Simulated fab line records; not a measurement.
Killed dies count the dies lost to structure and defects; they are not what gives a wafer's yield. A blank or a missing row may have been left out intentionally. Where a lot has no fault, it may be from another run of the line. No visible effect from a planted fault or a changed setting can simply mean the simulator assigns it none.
Which tool is to blame? / flow sky130 / 7 lots (20 wafers sampled), 1 step of a 708-step route

== WHAT EACH GAUGE READ, for each wafer ==
SKY_VT_ADJUST_HVTP_OVL_MEAS_08.
lot=L111; measured=day 6 23:51; on=overlay-02; VT_ADJUST_HVTP_OVL (nm)=-0.1 -2.0 -0.3
lot=L113; measured=day 7 12:47; on=overlay-02; VT_ADJUST_HVTP_OVL (nm)=-0.8 -2.4 -1.0
lot=L115; measured=day 7 21:05; on=overlay-01; VT_ADJUST_HVTP_OVL (nm)=-0.1 -1.5 -0.4
lot=L118; measured=day 8 15:50; on=overlay-01; VT_ADJUST_HVTP_OVL (nm)=-3.1 -0.5 -1.4
lot=L120; measured=day 9 05:11; on=overlay-02; VT_ADJUST_HVTP_OVL (nm)=-0.5 1.2 1.6
lot=L124; measured=day 10 16:08; on=overlay-01; VT_ADJUST_HVTP_OVL (nm)=0.2 0.0
lot=L126; measured=day 10 20:32; on=overlay-01; VT_ADJUST_HVTP_OVL (nm)=0.4 -0.3 -1.5

== TOOL THAT RAN EACH LOT (tool first, then ch and the chambers of the sampled wafers, then the start) ==
No process step before these readings appears in the record.

== THE ANSWER, worked out from the rows above alone ==
Rule: the usual values come from the lots themselves. The widest of any qualifying gaps counts: lots, ordered by their means at a reading, are off when they make up no more than a third of the lots, leave a main group of 4 or more, and stand apart from it by 3 or more times the standard deviation of that group's means. If all means in a main group match to the digits the tables above print for the reading, that group is not used. Also off: a lot with no number at a reading for which 4 or more lots have one. All remaining lots with rows at the step are treated as sound.
Nothing can be told from this: no lot is off at any reading shown.

== WHAT THE SIMULATOR HAD PUT IN ==
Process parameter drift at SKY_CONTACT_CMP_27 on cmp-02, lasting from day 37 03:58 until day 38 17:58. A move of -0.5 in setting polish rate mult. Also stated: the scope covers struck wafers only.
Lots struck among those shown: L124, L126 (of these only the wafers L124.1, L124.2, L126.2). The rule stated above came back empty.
